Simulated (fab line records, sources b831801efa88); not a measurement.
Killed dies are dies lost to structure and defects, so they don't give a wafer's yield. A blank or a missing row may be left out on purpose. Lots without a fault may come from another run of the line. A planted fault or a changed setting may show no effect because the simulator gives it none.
A struck lot beside a sound one | flow gf180mcu | 16 steps out of a route of 602
Sound: wafers L416.1, L416.3, L416.4. Struck: wafers L425.2, L425.5, L425.6. The cause comes at the end.
At each step with rows: each side's tool, then ch and its chambers, then its first start. Under that, the readings that differ: sound wafers | struck wafers | difference of the means | sigmas: that difference in standard deviations of wafers without a fault.
alike: readings whose means differ by less than 2 such deviations, and words and numbers that are the same on both sides. not compared: withheld readings, readings that some wafer has no value for, bounds like >300 that may hide the same value, and numbers for which the record gives no deviation and whose values overlap.
The two part at a step that has a row with sigmas, a row that says differs or no value, or rows on one side only. Numbers that don't overlap but have no deviation are shown without sigmas and don't part them. A reading that every wafer of one side lacks parts them only if that side has two wafers or more.

first, 4 steps without rows for these wafers: GF_DNWELL_EXPOSE_04 (exposes mask DNWELL, target cd 1700 nm); GF_DNWELL_PEB_05; GF_DNWELL_DEVELOP_06 (develop time 60 s); GF_DNWELL_IMPLANT_07.
GF_DNWELL_STRIP_08: strips in O2/N2.
  sound on plasma_asher-03 ch 0,1, day 3 15:32; struck on plasma_asher-01 ch 0,1, day 5 16:44
  reading                     | sound       | struck      | difference | sigmas
  drypump_motor_current_A (A) | 4.6 5.2 4.6 | 6.6 6.6 6.3 | +1.7       | +2
  alike: chamber_pressure_mTorr, heater_power_w, oes_product_au, strip_time_to_endpoint_s
  not compared: rf_hours_counter_h
GF_DNWELL_TW_MEAS_09:
  sound on film_metro-03, day 3 15:38; struck on film_metro-01, day 5 16:51
  alike: DNWELL_TW
then, 6 steps without rows for these wafers: GF_NWELL_DEHYDRATE_00 (time 60 s); GF_NWELL_HMDS_01 (prime time 60 s); GF_NWELL_COAT_02 (resist thk 3000 nm); GF_NWELL_SOFTBAKE_03; GF_NWELL_EXPOSE_04 (exposes mask Nwell, target cd 860 nm); GF_NWELL_PEB_05.
GF_NWELL_DEVELOP_06: develop time 60 s.
  sound on litho_track-04 ch 0, day 4 04:00; struck on litho_track-02 ch 0, day 6 06:00
GF_NWELL_OVL_MEAS_07:
  sound on overlay-02, day 4 04:52; struck on overlay-01, day 6 06:53
  reading        | sound          | struck | difference                    | sigmas
  NWELL_OVL (nm) | -2.6 -2.7 -3.0 | - - -  | no value on the struck wafers |
then, 1 step without rows for these wafers: GF_NWELL_IMPLANT_08.
GF_PASSIVATION_PROBE_99:
  the record has rows for the sound wafers here (prober-02, day 30 09:38) and none for the struck ones

WHERE THEY PART
First at GF_DNWELL_STRIP_08; last, within this record, at GF_PASSIVATION_PROBE_99.

WHY: what the simulator had put in
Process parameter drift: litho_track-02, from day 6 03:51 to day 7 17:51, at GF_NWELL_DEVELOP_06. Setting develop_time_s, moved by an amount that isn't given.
